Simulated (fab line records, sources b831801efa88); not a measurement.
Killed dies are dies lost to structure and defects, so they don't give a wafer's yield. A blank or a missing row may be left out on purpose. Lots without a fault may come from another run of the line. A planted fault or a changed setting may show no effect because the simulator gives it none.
Chamber matching | flow gf180mcu | GF_STI_ETCH_13 on rie_diel-04: 4 sister chambers
The step etches the open film in CHF3/O2, stops on Si, target depth 282.31 nm, time 112.9 s. 4 wafers are shown with their chamber, then 7 later ones without.

WAFERS WITH THEIR CHAMBER
wafer  | chamber | drypump_motor_current_A (A)
L275.5 | 2       | 5.6
L276.3 | 0       | 5.3
L277.1 | 3       | 5.9
L277.2 | 1       | 6.5

WAFERS WITHOUT THEIR CHAMBER
wafer  | drypump_motor_current_A (A)
L277.4 | 5.2
L286.1 | 5.6
L286.2 | 6.5
L286.6 | 5.2
L287.4 | 5.6
L287.5 | 5.3
L287.6 | 5.9

WHICH CHAMBER EACH WENT THROUGH
wafer  | from the rows above | in truth
L277.4 | 0                   | 0
L286.1 | 2                   | 2
L286.2 | 1                   | 1
L286.6 | 0                   | 0
L287.4 | 2                   | 2
L287.5 | 0                   | 0
L287.6 | 3                   | 3
Placed correctly: 7 of 7. Can't be placed from these rows: 0. Placed wrongly: 0.
How it was worked out, from the rows above alone: a wafer's distance from a chamber is the root of the sum, over the readings, of the square of ((its reading less the chamber's mean) divided by the reading's scatter). The wafer belongs to the nearest chamber; if the next one is less than 2 further off, it can't be placed. A chamber's mean is the mean of its shown wafers. The scatter: with one shown wafer a chamber, the root of the mean of the squares of how far each hidden wafer lies from its nearest shown one.
